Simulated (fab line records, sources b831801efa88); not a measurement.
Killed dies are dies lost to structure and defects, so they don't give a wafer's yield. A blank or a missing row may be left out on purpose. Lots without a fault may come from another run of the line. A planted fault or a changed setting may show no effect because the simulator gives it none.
fab line records | flow sky130 | part 1 of 2: steps 1 to 26 of 36
record lots=5 wafers=15 last_day=49
route steps=708 shown VIA2@520 METAL3@532 CAPM@537
lots that met no fault: from a run of the same line without faults
start_h: hours from the record's first day to the start of the lot's first wafer shown | wait_h: hours since the lot's step before | " the same as in the row above | L1.1+2: a row that stands for several wafers | - no value, or no start given | * or withheld: withheld | < > ~ a bound
route shown NAME@n: a module of which the file shows steps, and the number in the route of the first | usual: mean/standard deviation of fault-free wafers | same: alike in all rows | chamber/n: place in a boat | sites: the reading at each site | _std_site: their standard deviation | _edge_site: outer sites' mean less inner sites' | radius_mm: how far each site lies from the wafer's centre | mask NAME#n: copy n | behind: the tool/chamber that last shaped the wafer | hold: why the lot was held/for how many hours/how that ended | device: the transistor (n, p or np) that didn't switch | end of line: the same wafers' tests at the end of the route | a step without rows: its recipe alone | killed: dies lost to structure and defects at the first sort, not the wafer's yield | map: a wafer's dies, x killed, . not, _ none there
set.NAME: the setting as run; set.NAME@STEP: as run at that earlier step | model.NAME: the simulator's own value behind a step, which no gauge read
lots at some steps of the route; a table a step, a row a wafer
services: from which hour (start_h, from the record's first day; less than 0 if before it) a tool's chamber was out of use, for how many hours, and why
## steps
# step SKY_VIA2_OVL_MEAS_13
# usual VIA2_OVL=-1/5.3
# columns lot.wafer tool chamber start_h wait_h VIA2_OVL[nm]
L078.4 overlay-01 - 875.70 0.1 -7
L078.5 " - " " 0
L078.6 " - " " 0
L080.1 overlay-02 - 893.79 0.1 0
L080.5 " - " " -1
L080.6 " - " " 3
L083.2 overlay-02 - 920.01 0.1 -9
L083.4 " - " " -8
L083.6 " - " " -3
L092.1 overlay-02 - 975.53 0.1 1
L092.2 " - " " 3
L092.3 " - " " 0
L093.2 overlay-01 - 984.40 0.1 -4
L093.3 " - " " -2
L093.4 " - " " -6
# step SKY_VIA2_ETCH_14
# recipe chemistry=N2/H2 target=BARC ion_energy_ev=200 source_w=500 bias_w=100 pressure_mtorr=30 n2_flow_sccm=100 h2_flow_sccm=200 stop_on=SiO2 time_s=45.9 target_depth_a=600
# usual chamber_pressure_mTorr=29.999/0.027 drypump_motor_current_A=5.5/0.59 oes_product_au=0.854/0.0045 throttle_valve_pct=13.225/0.0091
# columns lot.wafer tool chamber start_h wait_h chamber_pressure_mTorr drypump_motor_current_A oes_product_au rf_hours_counter_h throttle_valve_pct
L078.4 rie_diel-04 1 875.72 0.0 29.965 4.8 0.842 7 13.224
L078.5 " 3 " " 29.988 5.9 0.849 - 13.236
L078.6 " 2 " " 30.014 4.7 0.846 - 13.230
L080.1 rie_diel-03 1 893.83 0.0 30.042 5.8 0.852 0 13.233
L080.5 " 1 " " 29.980 5.8 0.858 - 13.235
L080.6 " 0 " " 30.021 5.5 0.852 - 13.207
L083.2 rie_diel-03 3 920.04 0.0 29.980 4.7 0.863 20 13.236
L083.4 " 2 " " 29.989 6.1 0.853 9 13.218
L083.6 " 2 " " 29.996 6.1 0.856 - 13.213
L092.1 rie_diel-03 3 975.57 0.0 30.026 4.7 0.851 22 13.219
L092.2 " 2 " " 30.049 6.2 0.862 10 13.241
L092.3 " 1 " " 30.004 5.8 0.849 3 13.232
L093.2 rie_diel-03 2 984.43 0.0 30.046 6.1 0.857 11 13.240
L093.3 " 3 " " 29.965 4.7 0.861 22 13.213
L093.4 " 1 " " 29.962 5.8 0.850 3 13.211
# step SKY_VIA2_ETCH_15
# recipe target=SiO2 chemistry=C4F8/O2/Ar target_depth_nm=546 stop_on=TiN mask_material=KrF-thick source_w=1500 bias_w=1200 pressure_mtorr=40 c4f8_flow_sccm=withheld O2_flow_sccm=6 Ar_flow_sccm=300 time_s=84
# usual chamber_pressure_mTorr=40.00/0.037 oes_product_au=0.940/0.0047
# columns lot.wafer tool chamber start_h wait_h chamber_pressure_mTorr oes_product_au rf_hours_counter_h
L078.4 rie_diel-04 1 875.76 0.0 40.02 0.946 7
L078.5 " 3 " " 40.08 0.935 -
L078.6 " 2 " " 40.03 0.939 -
L080.1 rie_diel-03 1 893.87 0.0 40.03 0.940 0
L080.5 " 1 " " 40.01 0.939 -
L080.6 " 0 " " 39.99 0.941 -
L083.2 rie_diel-03 3 920.09 0.0 39.94 0.946 20
L083.4 " 2 " " 40.07 0.944 9
L083.6 " 2 " " 39.95 0.945 -
L092.1 rie_diel-03 3 975.61 0.0 40.02 0.946 22
L092.2 " 2 " " 40.00 0.943 10
L092.3 " 1 " " 40.07 0.945 3
L093.2 rie_diel-03 2 984.47 0.0 40.02 0.933 11
L093.3 " 3 " " 39.98 0.935 22
L093.4 " 1 " " 40.00 0.931 3
# step SKY_VIA2_STRIP_16
# recipe chemistry=O2/N2 power_w=1400 pressure_mtorr=1500 platen_temp_c=withheld o2_flow_sccm=3000 n2_flow_sccm=300 overash_fraction=0.5
# usual chamber_pressure_mTorr=1499.9/1.4 drypump_motor_current_A=5.6/0.48 oes_product_au=0.399/0.005 strip_time_to_endpoint_s=4.05/0.032
# columns lot.wafer tool chamber start_h wait_h chamber_pressure_mTorr drypump_motor_current_A oes_product_au rf_hours_counter_h strip_time_to_endpoint_s
L078.4 plasma_asher-03 1 875.85 0.1 1503.6 6.4 0.400 - 4.07
L078.5 " 0 " " 1497.5 5.4 0.401 - 4.02
L078.6 " 1 " " 1502.4 6.4 0.395 - 4.06
L080.1 plasma_asher-01 1 893.93 0.0 1501.5 5.1 0.398 93 3.98
L080.5 " 1 " " 1501.2 5.1 0.395 - 4.02
L080.6 " 0 " " 1502.0 5.2 0.406 - 4.01
L083.2 plasma_asher-01 0 920.15 0.0 1497.7 5.2 0.396 95 4.02
L083.4 " 1 " " 1501.3 5.2 0.394 - 4.02
L083.6 " 1 " " 1499.3 5.2 0.391 - 4.04
L092.1 plasma_asher-04 0 975.67 0.0 1502.2 5.6 0.397 23 4.04
L092.2 " 1 " " 1497.8 5.9 0.407 23 4.06
L092.3 " 0 " " 1499.6 5.6 0.398 - 4.01
L093.2 plasma_asher-01 1 984.53 0.0 1500.2 5.2 0.405 103 4.01
L093.3 " 1 " " 1499.6 5.2 0.395 - 4.02
L093.4 " 0 " " 1500.1 5.1 0.396 - 4.02
# step SKY_VIA2_STRIP_17
# recipe chemistry=post_etch_residue_remover time_s=1200 temp_c=72.5
# usual bath_guard_temp_C=72.4/0.52
# columns lot.wafer tool chamber start_h wait_h bath_guard_temp_C
L078.4 wet_bench-02 3 875.92 0.0 72.1
L078.5 " 3 " " 71.9
L078.6 " 3 " " 71.7
L080.1 wet_bench-03 2 894.03 0.1 72.6
L080.5 " 2 " " 72.4
L080.6 " 2 " " 72.4
L083.2 wet_bench-02 3 920.25 0.1 71.4
L083.4 " 3 " " 71.7
L083.6 " 3 " " 72.1
L092.1 wet_bench-01 0 975.77 0.1 71.7
L092.2 " 0 " " 71.8
L092.3 " 0 " " 71.5
L093.2 wet_bench-03 3 984.63 0.1 72.9
L093.3 " 3 " " 73.1
L093.4 " 3 " " 72.8
# step SKY_VIA2_CLEAN_18
# recipe chemistry=IPA time_s=180 temp_c=25
# columns lot.wafer tool chamber start_h wait_h
L078.4+5+6 wet_bench-01 0 876.60 0.0
L080.1+5+6 wet_bench-01 1 894.37 0.0
L083.2+4+6 wet_bench-03 2 920.69 0.0
L092.1+2+3 wet_bench-02 0 976.15 0.0
L093.2+3+4 wet_bench-01 1 985.01 0.0
# step SKY_VIA2_CLEAN_19
# recipe chemistry=O3/DIW dry=n2_spin
# columns lot.wafer tool chamber start_h wait_h
L078.4+5+6 wet_bench-03 2 876.66 0.0
L080.1+5+6 wet_bench-02 0 894.43 0.0
L083.2+4+6 wet_bench-01 2 920.76 0.0
L092.1+2+3 wet_bench-03 0 976.20 0.0
L093.2+3+4 wet_bench-02 2 985.08 0.0
# step SKY_VIA2_SPUTTER_20
# recipe material=TiN target_thk_nm=20 chamber_pressure_pa=5 power_w=4000 time_s=80
# usual throttle_valve_pct=30.2/1.3
# columns lot.wafer tool chamber start_h wait_h throttle_valve_pct
L078.4 pvd_sputter-03 - 876.75 0.0 29.5
L078.5 " - " " 29.2
L078.6 " - " " 30.0
L080.1 pvd_sputter-04 - 894.52 0.0 32.3
L080.5 " - " " 28.5
L080.6 " - " " 29.3
L083.2 pvd_sputter-01 - 920.86 0.0 30.9
L083.4 " - " " 30.5
L083.6 " - " " 30.4
L092.1 pvd_sputter-03 - 976.30 0.0 29.2
L092.2 " - " " 30.3
L092.3 " - " " 31.0
L093.2 pvd_sputter-04 - 985.17 0.0 28.7
L093.3 " - " " 32.3
L093.4 " - " " 29.3
# step SKY_VIA2_CVD_21
# recipe material=W target_thk_nm=420 time_s=126.4 temp_c=400 pressure_torr=40
# usual heater_power_outer_w=480/17 heater_power_w=787/28
# columns lot.wafer tool chamber start_h wait_h heater_power_outer_w heater_power_w
L078.4 cvd_w-01 1 876.86 0.1 457 779
L078.5 " 1 " " 452 765
L078.6 " 0 " " 497 765
L080.1 cvd_w-01 1 894.59 0.0 470 764
L080.5 " 0 " " 509 770
L080.6 " 1 " " 469 768
L083.2 cvd_w-02 1 920.92 0.0 473 767
L083.4 " 1 " " 493 788
L083.6 " 1 " " 463 763
L092.1 cvd_w-02 0 976.36 0.0 473 789
L092.2 " 1 " " 478 774
L092.3 " 0 " " 475 795
L093.2 cvd_w-02 0 985.23 0.0 487 810
L093.3 " 0 " " 458 801
L093.4 " 1 " " 468 773
# step SKY_VIA2_RS_MEAS_22
# recipe thk_meas_gauge=four-point-probe reads=W_of_VIA2_CVD_21+TiN_of_VIA2_SPUTTER_20
# usual VIA2_W_RS=0.2706/0.0029
# columns lot.wafer tool chamber start_h wait_h VIA2_W_RS[ohm/sq]
L078.4 film_metro-03 - 877.01 0.1 0.2700
L078.5 " - " " 0.2725
L078.6 " - " " 0.2726
L080.1 film_metro-01 - 894.72 0.1 0.2701
L080.5 " - " " 0.2694
L080.6 " - " " 0.2715
L083.2 film_metro-03 - 921.07 0.1 0.2691
L083.4 " - " " 0.2711
L083.6 " - " " 0.2689
L092.1 film_metro-01 - 976.49 0.1 0.2648
L092.2 " - " " 0.2701
L092.3 " - " " 0.2684
L093.2 film_metro-03 - 985.38 0.1 0.2674
L093.3 " - " " 0.2672
L093.4 " - " " 0.2703
# step SKY_VIA2_THK_MEAS_23
# recipe thk_meas_gauge=xrf reads=W_of_VIA2_CVD_21
# usual VIA2_W_THK=430/5
# columns lot.wafer tool chamber start_h wait_h VIA2_W_THK[nm]
L078.4 film_metro-03 - 877.10 0.1 436
L078.5 " - " " 431
L078.6 " - " " 429
L080.1 film_metro-01 - 894.84 0.1 425
L080.5 " - " " 426
L080.6 " - " " 428
L083.2 film_metro-03 - 921.18 0.1 435
L083.4 " - " " 431
L083.6 " - " " 436
L092.1 film_metro-01 - 976.61 0.1 439
L092.2 " - " " 427
L092.3 " - " " 429
L093.2 film_metro-03 - 985.49 0.1 432
L093.3 " - " " 434
L093.4 " - " " 427
# step SKY_VIA2_CMP_24
# recipe stop_on=SiO2 t_overpolish_s=20 down_force_psi=3.5 platen_rpm=60 target_thk_nm=0 pad_velocity_m_s=0.94248
# usual motor_current_A=10.3/1.1 overpolish_run_s=19.999/0.01 time_to_endpoint_s=102/5
# columns lot.wafer tool chamber start_h wait_h motor_current_A overpolish_run_s time_to_endpoint_s
L078.4 cmp-02 3 877.28 0.2 10.9 19.976 96
L078.5 " 0 " " 12.4 20.006 103
L078.6 " 1 " " 11.0 19.998 100
L080.1 cmp-02 0 895.00 0.1 11.8 20.010 106
L080.6 " 2 " " 9.0 20.010 104
L080.5 " 3 " " 10.2 19.985 100
L083.4 cmp-02 1 921.28 0.1 10.2 19.984 105
L083.2 " 3 " " 10.6 20.001 102
L083.6 " 0 " " 12.5 20.005 110
L092.3 cmp-02 1 976.72 0.1 10.9 20.003 101
L092.2 " 2 " " 9.0 19.994 106
L092.1 " 3 " " 10.3 19.992 99
L093.2 cmp-02 2 985.54 0.0 8.7 20.011 110
L093.4 " 0 " " 11.8 20.010 108
L093.3 " 1 " " 10.3 19.993 102
# step SKY_METAL3_SPUTTER_00
# recipe material=Ti target_thk_nm=15 power_w=3000 time_s=10 chamber_pressure_pa=0.4
# usual throttle_valve_pct=30.1/1.3
# columns lot.wafer tool chamber start_h wait_h throttle_valve_pct
L078.4 pvd_sputter-04 - 877.43 0.1 28.6
L078.5 " - " " 32.3
L078.6 " - " " 32.0
L080.1 pvd_sputter-03 - 895.20 0.1 28.6
L080.5 " - " " 29.1
L080.6 " - " " 28.5
L083.2 pvd_sputter-04 - 921.53 0.1 29.2
L083.4 " - " " 32.1
L083.6 " - " " 32.1
L092.1 pvd_sputter-04 - 976.97 0.1 32.0
L092.2 " - " " 32.3
L092.3 " - " " 29.3
L093.2 pvd_sputter-04 - 985.84 0.2 32.1
L093.3 " - " " 29.2
L093.4 " - " " 28.4
# step SKY_METAL3_SPUTTER_01
# recipe material=TiN target_thk_nm=20 power_w=6500 time_s=16.7 chamber_pressure_pa=0.4
# usual throttle_valve_pct=30.1/1.3
# columns lot.wafer tool chamber start_h wait_h throttle_valve_pct
L078.4 pvd_sputter-04 - 877.45 0.0 28.9
L078.5 " - " " 32.0
L078.6 " - " " 31.8
L080.1 pvd_sputter-03 - 895.22 0.0 28.5
L080.5 " - " " 29.5
L080.6 " - " " 28.5
L083.2 pvd_sputter-04 - 921.55 0.0 29.5
L083.4 " - " " 32.2
L083.6 " - " " 32.2
L092.1 pvd_sputter-04 - 977.00 0.0 32.1
L092.2 " - " " 32.0
L092.3 " - " " 29.4
L093.2 pvd_sputter-04 - 985.86 0.0 32.3
L093.3 " - " " 29.3
L093.4 " - " " 28.6
# step SKY_METAL3_SPUTTER_02
# recipe material=AlCu target_thk_nm=735 power_w=10600 time_s=39.1 chamber_pressure_pa=0.4
# usual throttle_valve_pct=30.1/1.3
# columns lot.wafer tool chamber start_h wait_h throttle_valve_pct
L078.4 pvd_sputter-04 - 877.47 0.0 28.5
L078.5 " - " " 32.4
L078.6 " - " " 32.0
L080.1 pvd_sputter-03 - 895.24 0.0 28.3
L080.5 " - " " 29.4
L080.6 " - " " 28.4
L083.2 pvd_sputter-04 - 921.58 0.0 29.6
L083.4 " - " " 32.2
L083.6 " - " " 32.3
L092.1 pvd_sputter-04 - 977.02 0.0 32.0
L092.2 " - " " 32.1
L092.3 " - " " 29.4
L093.2 pvd_sputter-04 - 985.89 0.0 32.3
L093.3 " - " " 29.5
L093.4 " - " " 28.3
# step SKY_METAL3_SPUTTER_03
# recipe material=Ti target_thk_nm=5 power_w=3000 time_s=3.3 chamber_pressure_pa=0.4
# usual throttle_valve_pct=30.1/1.3
# columns lot.wafer tool chamber start_h wait_h throttle_valve_pct
L078.4 pvd_sputter-04 - 877.51 0.0 28.7
L078.5 " - " " 32.1
L078.6 " - " " 32.1
L080.1 pvd_sputter-03 - 895.28 0.0 28.3
L080.5 " - " " 29.6
L080.6 " - " " 28.5
L083.2 pvd_sputter-04 - 921.61 0.0 29.4
L083.4 " - " " 32.2
L083.6 " - " " 32.4
L092.1 pvd_sputter-04 - 977.06 0.0 32.3
L092.2 " - " " 32.2
L092.3 " - " " 29.4
L093.2 pvd_sputter-04 - 985.93 0.0 32.2
L093.3 " - " " 29.3
L093.4 " - " " 28.4
# step SKY_METAL3_SPUTTER_04
# recipe material=TiN target_thk_nm=70 power_w=6500 time_s=58.3 chamber_pressure_pa=0.4
# usual throttle_valve_pct=30.1/1.3
# columns lot.wafer tool chamber start_h wait_h throttle_valve_pct
L078.4 pvd_sputter-04 - 877.53 0.0 28.6
L078.5 " - " " 32.5
L078.6 " - " " 32.0
L080.1 pvd_sputter-03 - 895.30 0.0 28.7
L080.5 " - " " 29.7
L080.6 " - " " 28.5
L083.2 pvd_sputter-04 - 921.63 0.0 29.1
L083.4 " - " " 32.3
L083.6 " - " " 32.3
L092.1 pvd_sputter-04 - 977.08 0.0 32.4
L092.2 " - " " 32.0
L092.3 " - " " 29.4
L093.2 pvd_sputter-04 - 985.94 0.0 32.4
L093.3 " - " " 29.3
L093.4 " - " " 28.8
# step SKY_CAPM_CVD_00
# recipe material=SiO2 target_thk_nm=15.5 temp_c=400 time_s=withheld rf_w=450
# usual heater_power_outer_w=398/48 heater_power_w=678/59
# columns lot.wafer tool chamber start_h wait_h heater_power_outer_w heater_power_w
L078.4 pecvd-02 1 877.59 0.0 424 768
L078.5 " 2 " " 359 621
L078.6 " 0 " " 351 650
L080.1 pecvd-02 1 895.35 0.0 445 792
L080.5 " 1 " " 448 798
L080.6 " 2 " " 353 628
L083.2 pecvd-04 2 921.68 0.0 339 573
L083.4 " 0 " " 467 737
L083.6 " 2 " " 347 568
L092.1 pecvd-04 1 977.13 0.0 415 646
L092.2 " 0 " " 463 744
L092.3 " 2 " " 401 628
L093.2 pecvd-01 1 985.99 0.0 343 616
L093.3 " 2 " " 368 653
L093.4 " 2 " " 357 639
# step SKY_CAPM_THK_MEAS_01
# recipe reads=SiO2_of_CAPM_CVD_00
# usual CAPM_CVD_00_THK=15.41/0.24
# columns lot.wafer tool chamber start_h wait_h CAPM_CVD_00_THK[nm]
L078.4 film_metro-03 - 877.63 - 15.57
L078.5 " - " " 15.63
L078.6 " - " " 15.91
L080.1 film_metro-03 - 895.37 - 15.49
L080.5 " - " " 15.58
L080.6 " - " " 15.21
L083.2 film_metro-01 - 921.71 - 15.53
L083.4 " - " " 15.56
L083.6 " - " " 15.50
L092.1 film_metro-03 - 977.15 - 15.38
L092.2 " - " " 15.26
L092.3 " - " " 15.39
L093.2 film_metro-03 - 986.02 - 15.58
L093.3 " - " " 15.06
L093.4 " - " " 15.36
# step SKY_CAPM_SPUTTER_02
# recipe material=TiN target_thk_nm=200 temp_c=300 power_w=6500 time_s=166.7 chamber_pressure_pa=0.4
# usual throttle_valve_pct=29.9/0.75
# columns lot.wafer tool chamber start_h wait_h throttle_valve_pct
L078.4 pvd_sputter-01 - 877.66 0.0 30.4
L078.5 " - " " 30.5
L078.6 " - " " 30.9
L080.1 pvd_sputter-02 - 895.43 0.1 29.8
L080.5 " - " " 29.2
L080.6 " - " " 29.9
L083.2 pvd_sputter-03 - 921.76 0.0 29.5
L083.4 " - " " 30.0
L083.6 " - " " 31.1
L092.1 pvd_sputter-02 - 977.21 0.1 29.6
L092.2 " - " " 30.3
L092.3 " - " " 30.2
L093.2 pvd_sputter-01 - 986.07 0.0 30.5
L093.3 " - " " 30.7
L093.4 " - " " 29.8
# step SKY_CAPM_RS_MEAS_03
# recipe thk_meas_gauge=four-point-probe reads=TiN_of_CAPM_SPUTTER_02
# usual CAPM_TIN_RS=6.90/0.075
# columns lot.wafer tool chamber start_h wait_h CAPM_TIN_RS[ohm/sq]
L078.4 film_metro-01 - 877.83 0.1 7.03
L078.5 " - " " 6.87
L078.6 " - " " 6.80
L080.1 film_metro-02 - 895.54 0.1 6.93
L080.5 " - " " 6.88
L080.6 " - " " 6.95
L083.2 film_metro-03 - 921.89 0.1 6.87
L083.4 " - " " 6.97
L083.6 " - " " 7.02
L092.1 film_metro-02 - 977.32 0.1 6.79
L092.2 " - " " 6.78
L092.3 " - " " 6.79
L093.2 film_metro-01 - 986.20 0.1 6.88
L093.3 " - " " 6.90
L093.4 " - " " 6.94
# step SKY_CAPM_THK_MEAS_04
# recipe thk_meas_gauge=xrf reads=TiN_of_CAPM_SPUTTER_02
# usual CAPM_TIN_THK=202.1/2.2
# columns lot.wafer tool chamber start_h wait_h CAPM_TIN_THK[nm]
L078.4 film_metro-01 - 877.92 0.1 199.1
L078.5 " - " " 203.5
L078.6 " - " " 205.7
L080.1 film_metro-02 - 895.66 0.1 200.7
L080.5 " - " " 202.6
L080.6 " - " " 199.5
L083.2 film_metro-03 - 922.00 0.1 203.1
L083.4 " - " " 199.9
L083.6 " - " " 199.1
L092.1 film_metro-02 - 977.44 0.1 205.2
L092.2 " - " " 206.1
L092.3 " - " " 206.7
L093.2 film_metro-01 - 986.31 0.1 202.8
L093.3 " - " " 202.6
L093.4 " - " " 200.8
# step SKY_CAPM_DEHYDRATE_05
# recipe temp_c=200 time_s=60
# columns lot.wafer tool chamber start_h wait_h
L078.4+5+6 litho_track-03 0 890.10 12.2
L080.1+5+6 litho_track-04 0 907.54 11.9
L083.2+4+6 litho_track-01 0 933.34 11.3
L092.1+2+3 litho_track-01 0 988.41 11.0
L093.2+3+4 litho_track-01 0 997.34 11.0
# step SKY_CAPM_HMDS_06
# recipe prime_time_s=60 prime_temp_c=120
# same prime_time_s=60
# columns lot.wafer tool chamber start_h wait_h
L078.4+5+6 litho_track-03 0 890.25 0.1
L080.1+5+6 litho_track-04 0 907.69 0.1
L083.2+4+6 litho_track-01 0 933.49 0.1
L092.1+2+3 litho_track-01 0 988.56 0.1
L093.2+3+4 litho_track-01 0 997.49 0.1
# step SKY_CAPM_COAT_07
# recipe resist=NOVOLAK spin_rpm=3000 resist_thk_nm=1140
# usual dispense_pressure_kPa=46.3/2.5
# columns lot.wafer tool chamber start_h wait_h dispense_pressure_kPa
L078.4 litho_track-03 0 890.40 0.1 48.9
L078.5 " 0 " " 48.9
L078.6 " 0 " " 48.9
L080.1 litho_track-04 0 907.84 0.1 42.9
L080.5 " 0 " " 43.0
L080.6 " 0 " " 42.9
L083.2 litho_track-01 0 933.64 0.1 47.4
L083.4 " 0 " " 47.4
L083.6 " 0 " " 47.4
L092.1 litho_track-01 0 988.71 0.1 47.3
L092.2 " 0 " " 47.3
L092.3 " 0 " " 47.4
L093.2 litho_track-01 0 997.64 0.1 47.4
L093.3 " 0 " " 47.3
L093.4 " 0 " " 47.4
# step SKY_CAPM_SOFTBAKE_08
# recipe temp_c=90 time_s=60 resist=NOVOLAK
# columns lot.wafer tool chamber start_h wait_h
L078.4+5+6 litho_track-03 0 890.55 0.1
L080.1+5+6 litho_track-04 0 907.99 0.1
L083.2+4+6 litho_track-01 0 933.79 0.1
L092.1+2+3 litho_track-01 0 988.86 0.1
L093.2+3+4 litho_track-01 0 997.79 0.1
